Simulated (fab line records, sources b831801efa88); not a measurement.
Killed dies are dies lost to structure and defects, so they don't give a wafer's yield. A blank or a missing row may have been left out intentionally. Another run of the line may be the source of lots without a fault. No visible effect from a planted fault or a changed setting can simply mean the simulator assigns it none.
Matching of chambers	flow gf180mcu	GF_V2_CMP_26 on cmp-01: 4 sister chambers
The step polishes, stops on SiO2, t overpolish 15 s, target thk 0 nm. 4 wafers are shown with their chamber, then 10 later ones without.

== WAFERS PAIRED WITH THEIR CHAMBERS ==
wafer	chamber	motor_current_A (A)
L086.2	0	11.2
L086.4	1	10.6
L087.1	3	12.6
L087.4	2	9.6

== WAFERS WITH NO CHAMBER GIVEN ==
wafer	motor_current_A (A)
L087.6	9.6
L089.1	10.9
L089.4	11.1
L089.6	11.7
L092.1	10.4
L092.2	11.9
L092.6	11.4
L094.1	12.1
L094.3	9.4
L094.6	10.7

== THE CHAMBER EACH PASSED THROUGH ==
wafer	from the rows above	in truth
L087.6	2	2
L089.1	can't be placed: 0 or 1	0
L089.4	can't be placed: 0 or 1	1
L089.6	can't be placed: 0 or 3 or 1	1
L092.1	can't be placed: 1 or 0 or 2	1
L092.2	can't be placed: 3 or 0 or 1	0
L092.6	can't be placed: 0 or 1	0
L094.1	can't be placed: 3 or 0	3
L094.3	2	2
L094.6	can't be placed: 1 or 0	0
2 of 10 placed correctly. Not placeable from these rows: 8 (in 8, the candidates include the true chamber). 0 placed wrongly.
How it was worked out, from the rows above alone: a wafer's distance from a chamber is the root of the sum, over the readings, of the square of ((its reading less the chamber's mean) divided by the reading's scatter). If the next closest chamber is less than 2 further off than the closest, the wafer can't be placed; otherwise it belongs to the closest. Each chamber's mean is taken over the wafers shown for it. The scatter: root of mean squared gap, hidden wafer to nearest shown wafer, with one shown wafer a chamber.
